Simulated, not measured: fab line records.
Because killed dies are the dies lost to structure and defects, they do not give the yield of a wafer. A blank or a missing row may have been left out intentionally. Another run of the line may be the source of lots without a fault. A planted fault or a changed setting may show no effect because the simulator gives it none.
Problem report in the 8D (eight disciplines) form, filled by code / flow gf180mcu / the parts of the form that need people (team, actions taken, sign-off) are left out

== 1. WHAT WENT WRONG ==
Wafers without a fault read 1499.9 mTorr, standard deviation 1.3; chamber pressure mTorr at GF_LVPWELL_STRIP_10 reads a mean of 1201.5 mTorr on 3 wafers belonging to 2 lots. That is -99 or more standard deviations from the usual mean.
The step: strips in O2/N2.
Seen first at day 6 15:58 on plasma asher-04, wafer L733.3. Wafers with a number at this step in the record: 42, from 14 lots. By rule, "out" or "out of limits" means more than 4 standard deviations away from the usual mean. The other wafers with a number count as sound.

== 2. WHAT IT IS; WHAT IT IS NOT ==
question=which readings at this step | is=chamber pressure mTorr, oes product au, strip time to endpoint s | is not=drypump motor current A, heater power w
question=which lots | is=L733, L736 | is not=L721, L722, L723, L725, L726, L727, L728, L729, L735, L739, L741, L742
question=which wafers of those lots | is=L733.3, L733.5, L736.4 | is not=L733.4, L736.1, L736.5
question=read on which tools | is=plasma asher-04 | is not=plasma asher-01, plasma asher-02
question=when | is=from day 6 15:58 | is not=up to then (25 sound wafers); but 14 sound wafers of L735, L736, L739, L741, L742 came after

== 3. THE SUSPECTS, EACH WITH WHAT RULES IT OUT ==
Counting: any tool at a process step up to the reading remains a suspect provided it ran every lot that is out. Sound lots after the first of them don't rule it out here, since some wafers of a struck lot are sound.
- plasma asher-04 at GF_LVPWELL_STRIP_10 (strips in O2/N2): kept. Every lot that is out went through it, the first being L733 (day 6 15:58); the last sound lot it ran before that was L728 (day 5 13:42). Its own chamber pressure mTorr, oes product au, strip time to endpoint s readings are out on those wafers.
- Within plasma asher-04 at GF_LVPWELL_STRIP_10: the wafers that are out ran in chamber 1; their sound lot-mates ran in chamber 0.
After counting, what remains is plasma asher-04 at GF_LVPWELL_STRIP_10.

== 4. THE CAUSE (what the simulator had put in) ==
plasma asher-04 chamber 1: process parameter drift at GF_LVPWELL_STRIP_10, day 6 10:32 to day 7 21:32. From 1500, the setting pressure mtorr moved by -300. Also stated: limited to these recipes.
Counting left only this tool.

== 5. THE CHAIN OF EFFECTS, in route order ==
Rows list readings where the struck wafers' mean (over those with a number) sits beyond 3 standard deviations from the usual. Readings are gone through only where the record gives a usual standard deviation; hours: the median, over the lots, of the time from a lot's start at the first step in this table giving one to that lot's start at this step; sigmas: the change measured in usual standard deviations.
hours=0; step=GF_LVPWELL_STRIP_10; reading=chamber pressure mTorr; usual=1499.9 mTorr; on struck wafers=1201.5; change=-298.4; sigmas=-99 or more
hours=0; step=GF_LVPWELL_STRIP_10; reading=oes product au; usual=0.722 a.u.; on struck wafers=0.684; change=-0.038; sigmas=-8.9
hours=0; step=GF_LVPWELL_STRIP_10; reading=strip time to endpoint s; usual=36.95 s; on struck wafers=39.87; change=+2.92; sigmas=+30
It contains these process steps:
- GF_LVPWELL_STRIP_10: strips in O2/N2.

== 6. WHAT WOULD HAVE CAUGHT IT SOONER ==
In this record no reading fell out of limits until day 6 15:58, 5 hours after the fault had begun at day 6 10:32.
